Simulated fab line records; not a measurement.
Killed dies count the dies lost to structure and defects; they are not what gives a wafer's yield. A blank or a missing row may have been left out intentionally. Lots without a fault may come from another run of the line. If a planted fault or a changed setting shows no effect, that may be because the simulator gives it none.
The same fault as seen by 2 desks | flow gf180mcu | what lay behind the numbers comes last; until then each desk has only its own

TOOL OWNER'S DESK, rie-diel-04
The tool's own readings at GF_POLY_GATE_ETCH_12 (etches BARC in N2/H2): means of the sampled wafers that have a number, for each lot that ran on this tool. If a lot's mean is further than 4 standard deviations from the usual mean, the lot is out of limits and carries the mark OUT (the distance appears in the brackets).
Columns: A = drypump-motor-current-A at GF_POLY_GATE_ETCH_12, usual 5.7 A; B = n2-flow-sccm at GF_POLY_GATE_ETCH_12, usual 99.96 sccm; C = oes-product-au at GF_POLY_GATE_ETCH_12, usual 0.735 a.u.; D = throttle-valve-pct at GF_POLY_GATE_ETCH_12, usual 13.214 %
lot  | first seen here | A   | B      | C     | D
L725 | day 10 11:45    | 5.8 | 100.02 | 0.737 | 13.217
L731 | day 12 09:46    | 6.0 | 100.03 | 0.736 | 13.214
Result from this desk: across the 2 lots, nothing is out of limits.

THE METROLOGY DESK
Means of the sampled wafers that have a number, per lot and without regard to the tool the lot ran on: this is what the gauges read. If a lot's mean is further than 4 standard deviations from the usual mean, the lot is out of limits and carries the mark OUT (the distance appears in the brackets).
Columns: A = TOP_METAL_ALCU_RS at GF_TOP_METAL_RS_MEAS_05, usual 0.03268 ohm/sq
lot  | first seen here | A
L721 | day 27 20:11    | 0.03235
L722 | day 27 21:02    | 0.03283
L723 | day 28 07:58    | 0.03233
L724 | day 28 12:55    | 0.03286
L725 | day 28 17:30    | 0.03270
L728 | day 29 13:49    | 0.03308
L731 | day 30 17:26    | 0.03235
L734 | day 31 12:56    | 0.03254
L736 | day 31 18:29    | 0.03296
L737 | day 32 00:53    | 0.03278
L738 | day 32 08:58    | 0.03260
L744 | day 33 16:06    | 0.03250
Result from this desk: across the 12 lots, nothing is out of limits.

BROUGHT TOGETHER
Nothing out of limits was seen by the tool owner's desk.
The metrology desk saw nothing out of limits.

WHAT HAD BEEN PUT IN BY THE SIMULATOR
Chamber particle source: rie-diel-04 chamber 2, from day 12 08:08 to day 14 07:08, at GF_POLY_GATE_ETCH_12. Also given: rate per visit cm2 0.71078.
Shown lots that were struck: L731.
